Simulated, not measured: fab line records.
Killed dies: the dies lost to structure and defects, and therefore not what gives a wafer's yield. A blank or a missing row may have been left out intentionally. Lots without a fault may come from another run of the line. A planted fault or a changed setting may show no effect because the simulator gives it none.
Which tool did it?    flow sky130    41 wafers from 14 lots sampled at 3 of the route's 708 steps

== WHAT THE GAUGES SHOWED, per wafer ==
SKY_LDD_N_OVL_MEAS_07.
lot   measured      on          LDD_N_OVL (nm)
L653  day 17 12:24  overlay-01  -2.9 -1.2 -0.7
L654  day 17 15:36  overlay-01  -0.9 -1.4 -3.0
L656  day 18 10:45  overlay-02  0.2 0.0 3.0
L657  day 18 21:01  overlay-01  -3.0 -3.0 -2.1
L658  day 19 06:06  overlay-01  0.4 1.9 1.7
L660  day 20 03:34  overlay-02  3.1 1.6 0.5
L663  day 22 01:46  overlay-01  -0.6 -1.3 -0.9
L662  day 22 03:49  overlay-01  -2.9 -2.3 -0.8
L664  day 22 09:01  overlay-02  -0.7 -0.9 -1.4
L666  day 23 07:58  overlay-01  -0.9 -3.7 -2.9
L667  day 23 08:37  overlay-01  -2.8 -2.0 -1.1
L671  day 23 23:55  overlay-01  -4.4 -2.5 -1.5
L672  day 25 05:43  overlay-02  -0.3 1.0
L675  day 25 18:07  overlay-01  -4.3 -4.4 -0.5

SKY_LDD_HVN_OVL_MEAS_07.
lot   measured      on          LDD_HVN_OVL (nm)
L653  day 20 01:30  overlay-01  1.1 1.8 -0.1
L654  day 20 03:36  overlay-01  -1.5 -1.2 -2.0
L656  day 21 00:01  overlay-02  -0.3 -1.6 -0.9
L657  day 21 10:40  overlay-02  0.4 3.7 1.2
L658  day 21 20:34  overlay-01  0.4 -2.5 1.7
L660  day 22 17:32  overlay-01  1.3 0.8 1.3
L663  day 24 15:28  overlay-02  0.3 0.9 1.3
L662  day 24 17:13  overlay-01  -1.4 -2.6 -3.5
L664  day 24 23:10  overlay-02  -0.4 2.6 0.7
L666  day 25 21:04  overlay-01  -1.1 0.3 1.0
L667  day 25 21:44  overlay-01  1.5 1.4 2.3
L671  day 26 12:16  overlay-01  -2.4 -1.5 -0.6
L672  day 27 16:17  overlay-01  0.8 1.3
L675  day 28 04:46  overlay-01  -1.5 -1.4 -1.8

SKY_LDD_HVP_OVL_MEAS_07.
lot   measured      on          LDD_HVP_OVL (nm)
L653  day 21 08:46  overlay-02  1.7 1.8 1.5
L654  day 21 10:28  overlay-01  -0.5 0.8 -1.4
L656  day 22 06:28  overlay-02  1.2 2.2 0.5
L657  day 22 16:58  overlay-02  3.4 2.5 4.3
L658  day 23 02:34  overlay-02  0.6 1.1 2.2
L660  day 23 23:14  overlay-01  -0.3 0.6 -0.6
L663  day 25 21:39  overlay-02  2.4 2.3 -0.1
L662  day 25 23:10  overlay-02  0.2 -0.1 0.2
L664  day 26 04:56  overlay-01  1.3 0.1 0.3
L666  day 27 02:01  overlay-02  -0.5 0.0 1.8
L667  day 27 02:34  overlay-02  0.4 -0.8 -0.5
L671  day 27 16:56  overlay-01  1.1 0.7 0.9
L672  day 28 20:55  overlay-01  -0.7 0.6
L675  day 29 09:13  overlay-01  4.0 3.0 2.1

== WHAT TOOL EACH LOT RAN ON (gives the tool, then ch and the chambers of the sampled wafers, and finally the start) ==
Before these readings, the record contains no process step.

== WHAT THE TOOLS THEMSELVES READ (means of the sampled wafers that have a number; where no wafer has one, the mark that the record gives instead) ==
The record holds no such reading with a usual standard deviation.

== THE ANSWER, worked out from the rows above alone ==
Rule: usual is defined by the lots themselves. The widest of any qualifying gaps counts: lots, ordered by their means at a reading, are off when they make up no more than a third of the lots, leave a main group of 4 or more, and stand apart from it by 3 or more times the standard deviation of that group's means. Not used: any main group whose means are identical at the precision the tables above print for the reading. A lot without any number at a reading at which 4 lots or more have one is off too. Where the step has rows for the other lots, those lots are counted as sound. After the gauges, taken in route order, come the tools' own readings; for these a lot's mean is taken, as printed above. The first step at which some lot is off is used, and at that step the reading that is off furthest; a lot without a number counts as furthest.
No lot is off on any of the readings shown, so nothing can be concluded from this.

== WHAT WAS PUT IN BY THE SIMULATOR ==
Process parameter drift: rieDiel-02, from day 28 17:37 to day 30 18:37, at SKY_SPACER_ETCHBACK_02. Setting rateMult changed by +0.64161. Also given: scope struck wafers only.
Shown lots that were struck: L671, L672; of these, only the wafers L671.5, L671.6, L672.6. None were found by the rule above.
